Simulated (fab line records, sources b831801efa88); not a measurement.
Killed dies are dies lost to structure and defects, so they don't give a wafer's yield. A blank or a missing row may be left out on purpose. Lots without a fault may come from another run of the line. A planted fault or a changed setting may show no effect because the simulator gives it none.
Which tool did it? | flow sky130 | 11 lots, 33 wafers sampled, at 5 steps of a route of 708

WHAT THE GAUGES READ, wafer by wafer
SKY_VT_ADJUST_PCH_TW_MEAS_10. Usual: VT_ADJUST_PCH_TW 143.8, standard deviation 1.4.
lot  | measured     | on            | VT_ADJUST_PCH_TW  | flag
L783 | day 10 12:39 | film_metro-04 | 142.6 143.1 143.6 |
L785 | day 11 09:30 | film_metro-04 | 143.2 143.8 142.6 |
L786 | day 11 16:11 | film_metro-02 | 145.1 145.4 146.3 |
L788 | day 12 10:40 | film_metro-01 | 143.4 143.1 142.1 |
L792 | day 13 15:56 | film_metro-02 | 146.2 146.6 145.9 |
L794 | day 14 07:36 | film_metro-01 | 141.8 142.7 141.8 |
L795 | day 14 15:41 | film_metro-04 | 141.4 142.4 142.0 |
L800 | day 16 00:48 | film_metro-01 | 143.1 143.2 142.7 |
L801 | day 16 08:49 | film_metro-01 | 143.7 142.9 142.4 |
L803 | day 17 01:53 | film_metro-04 | 143.8 144.2 143.9 |
L804 | day 17 13:02 | film_metro-01 | 141.6 142.0 141.2 |

SKY_SONOS_ONO_THK_MEAS_01. Usual: SONOS_ONO_OXIDATION_THK 2.63 nm, standard deviation 0.059.
lot  | measured     | on            | SONOS_ONO_OXIDATION_THK (nm) | flag
L783 | day 11 16:20 | film_metro-02 | 2.62 2.59 2.64               |
L785 | day 12 12:56 | film_metro-03 | 2.58 2.59 2.64               |
L786 | day 12 20:31 | film_metro-03 | 2.50 2.53 2.54               |
L788 | day 13 15:47 | film_metro-04 | 2.63 2.68 2.66               |
L792 | day 14 20:46 | film_metro-03 | 2.30 2.25 2.25               | OFF
L794 | day 15 12:25 | film_metro-03 | 2.21 2.17 2.25               | OFF
L795 | day 15 20:11 | film_metro-03 | 2.71 2.64 2.68               |
L800 | day 17 10:28 | film_metro-02 | 2.70 2.69 2.70               |
L801 | day 17 16:16 | film_metro-03 | 2.78 2.73 2.64               |
L803 | day 18 10:04 | film_metro-03 | 2.66 2.62 2.70               |
L804 | day 18 20:49 | film_metro-04 | 2.69 2.57 2.66               |

SKY_SONOS_ONO_THK_MEAS_03. Usual: SONOS_ONO_CVD_02_THK 10.51 nm, standard deviation 0.12.
lot  | measured     | on            | SONOS_ONO_CVD_02_THK (nm) | flag
L783 | day 11 17:58 | film_metro-04 | 10.54 10.45 10.64         |
L785 | day 12 14:44 | film_metro-03 | 10.22 10.29 10.29         |
L786 | day 12 21:56 | film_metro-04 | 10.57 10.54 10.51         |
L788 | day 13 18:14 | film_metro-02 | 10.50 10.52 10.63         |
L792 | day 14 21:52 | film_metro-04 | 10.70 10.70 10.64         |
L794 | day 15 13:32 | film_metro-04 | 10.42 10.39 10.30         |
L795 | day 15 21:18 | film_metro-03 | 10.54 10.63 10.62         |
L800 | day 17 11:35 | film_metro-04 | 10.40 10.30 10.52         |
L801 | day 17 21:55 | film_metro-03 | 10.67 10.64 10.73         |
L803 | day 18 13:59 | film_metro-03 | 10.65 10.53 10.60         |
L804 | day 18 23:05 | film_metro-03 | 10.33 10.40 10.49         |

WHICH TOOL RAN EACH LOT (tool, then ch and the chambers of the sampled wafers, then the start)
lot  | SKY_VT_ADJUST_LVTN_STRIP_09          | SKY_SONOS_ONO_OXIDATION_00
L783 | plasma_asher-04 ch 0,1, day 6 23:17  | furnace-02 ch 0, day 11 14:59
L785 | plasma_asher-04 ch 0,1, day 7 17:41  | furnace-01 ch 0, day 12 11:35
L786 | plasma_asher-01 ch 0,1, day 7 22:50  | furnace-01 ch 0, day 12 19:10
L788 | plasma_asher-04 ch 0,1, day 8 14:44  | furnace-01 ch 0, day 13 14:25
L792 | plasma_asher-02 ch 0,1, day 9 15:44  | furnace-01 ch 0, day 14 19:25
L794 | plasma_asher-02 ch 0,1, day 10 04:39 | furnace-01 ch 0, day 15 11:04
L795 | plasma_asher-01 ch 0,1, day 10 11:32 | furnace-02 ch 0, day 15 18:50
L800 | plasma_asher-04 ch 0,1, day 11 17:36 | furnace-02 ch 0, day 17 09:08
L801 | plasma_asher-01 ch 1, day 11 23:56   | furnace-02 ch 0, day 17 14:55
L803 | plasma_asher-04 ch 0,1, day 12 13:51 | furnace-01 ch 0, day 18 08:43
L804 | plasma_asher-02 ch 0,1, day 12 23:06 | furnace-02 ch 0, day 18 19:27
- SKY_VT_ADJUST_LVTN_STRIP_09: strips in O2/N2.
- SKY_SONOS_ONO_OXIDATION_00: stabilise 600 s, purge 300 s, target thk 2.6 nm.

WHAT THE TOOLS THEMSELVES READ (means of the sampled wafers that have a number; where no wafer has one, the mark that the record gives instead)
SKY_VT_ADJUST_LVTN_STRIP_09. Usual: chamber_pressure_mTorr 1500.0 mTorr, standard deviation 1.4; drypump_motor_current_A 5.7 A, standard deviation 0.48; oes_product_au 0.723 a.u., standard deviation 0.0044; strip_time_to_endpoint_s 36.88 s, standard deviation 0.1.
lot  | tool            | chamber_pressure_mTorr (mTorr) | drypump_motor_current_A (A) | oes_product_au (a.u.) | strip_time_to_endpoint_s (s) | flag
L783 | plasma_asher-04 | 1500.5                         | 5.7                         | 0.729                 | 36.93                        |
L785 | plasma_asher-04 | 1499.8                         | 5.7                         | 0.723                 | 36.84                        |
L786 | plasma_asher-01 | 1501.4                         | 5.3                         | 0.727                 | 36.91                        |
L788 | plasma_asher-04 | 1498.6                         | 6.0                         | 0.727                 | 36.93                        |
L792 | plasma_asher-02 | 1500.0                         | 5.9                         | 0.725                 | 36.97                        |
L794 | plasma_asher-02 | 1500.4                         | 6.1                         | 0.720                 | 36.92                        |
L795 | plasma_asher-01 | 1500.1                         | 5.2                         | 0.721                 | 36.84                        |
L800 | plasma_asher-04 | 1498.4                         | 5.7                         | 0.719                 | 36.79                        |
L801 | plasma_asher-01 | 1500.9                         | 5.5                         | 0.722                 | 36.82                        |
L803 | plasma_asher-04 | 1500.3                         | 5.7                         | 0.723                 | 36.93                        |
L804 | plasma_asher-02 | 1499.3                         | 5.9                         | 0.718                 | 36.84                        |

SKY_SONOS_ONO_OXIDATION_00. Usual: spike_tc_bottom_C 818.4 C, standard deviation 1; spike_tc_centre_C 800.5 C, standard deviation 1.1; spike_tc_lower_C 800.0 C, standard deviation 1; spike_tc_top_C 815.3 C, standard deviation 1.1; spike_tc_upper_C 800.0 C, standard deviation 1.9; tube_center_temp_C 800 C, standard deviation 0.067; tube_center_temp_C_max 802.1, standard deviation 0.35; zone_power_upper_pct 14.6 %, standard deviation 0.42.
lot  | tool       | spike_tc_bottom_C (C) | spike_tc_centre_C (C) | spike_tc_lower_C (C) | spike_tc_top_C (C) | spike_tc_upper_C (C) | tube_center_temp_C (C) | tube_center_temp_C_max | zone_power_upper_pct (%) | flag
L783 | furnace-02 | 819.0                 | 800.4                 | 800.4                | 815.3              | 801.1                | 800                    | 802.3                  | 14.2                     |
L785 | furnace-01 | 818.0                 | 800.2                 | 800.2                | 815.1              | 798.0                | 800                    | 801.9                  | 15.0                     |
L786 | furnace-01 | 817.2                 | 801.1                 | 800.2                | 814.8              | 798.8                | 800                    | 802.2                  | 15.0                     |
L788 | furnace-01 | 818.3                 | 800.7                 | 799.0                | 813.7              | 798.6                | 800                    | 802.5                  | 15.0                     |
L792 | furnace-01 | 808.4                 | 790.2                 | 790.7                | 804.9              | 787.7                | 790                    | 791.9                  | 14.7                     | OFF
L794 | furnace-01 | 808.8                 | 789.8                 | 790.5                | 805.2              | 789.0                | 790                    | 792.2                  | 14.8                     | OFF
L795 | furnace-02 | 819.1                 | 800.0                 | 800.4                | 815.2              | 802.1                | 800                    | 802.1                  | 14.2                     |
L800 | furnace-02 | 818.7                 | 800.4                 | 800.5                | 815.6              | 801.9                | 800                    | 802.2                  | 14.3                     |
L801 | furnace-02 | 819.2                 | 801.3                 | 799.4                | 815.4              | 801.8                | 800                    | 802.0                  | 14.2                     |
L803 | furnace-01 | 817.2                 | 800.1                 | 800.0                | 815.0              | 797.4                | 800                    | 802.1                  | 14.9                     |
L804 | furnace-02 | 819.0                 | 801.8                 | 799.7                | 815.0              | 801.5                | 800                    | 801.9                  | 14.2                     |

THE ANSWER, worked out from the rows above alone
Rule: a lot is off if the mean of its wafers that have a number lies more than 3 standard deviations from the usual mean. A lot without any number at a reading at which 4 lots or more have one is off too. The other lots that the step has rows for count as sound. The gauges are gone through in route order, then the tools' own readings, and for those a lot's mean is taken as printed above. The first step at which some lot is off is used, and at that step the reading that is off furthest; a lot without a number counts as furthest.
Off: L792, L794, at SKY_SONOS_ONO_THK_MEAS_01 (SONOS_ONO_OXIDATION_THK).
A tool fits if, at a process step before that reading, it ran every lot that is off, and no sound lot after the first of them. The gauges at SKY_SONOS_ONO_THK_MEAS_01 aren't tried: what is off there is off at SKY_SONOS_ONO_OXIDATION_00 too, on other tools, and a gauge's error can't cause that. None of those tried fits.

WHAT THE SIMULATOR HAD PUT IN
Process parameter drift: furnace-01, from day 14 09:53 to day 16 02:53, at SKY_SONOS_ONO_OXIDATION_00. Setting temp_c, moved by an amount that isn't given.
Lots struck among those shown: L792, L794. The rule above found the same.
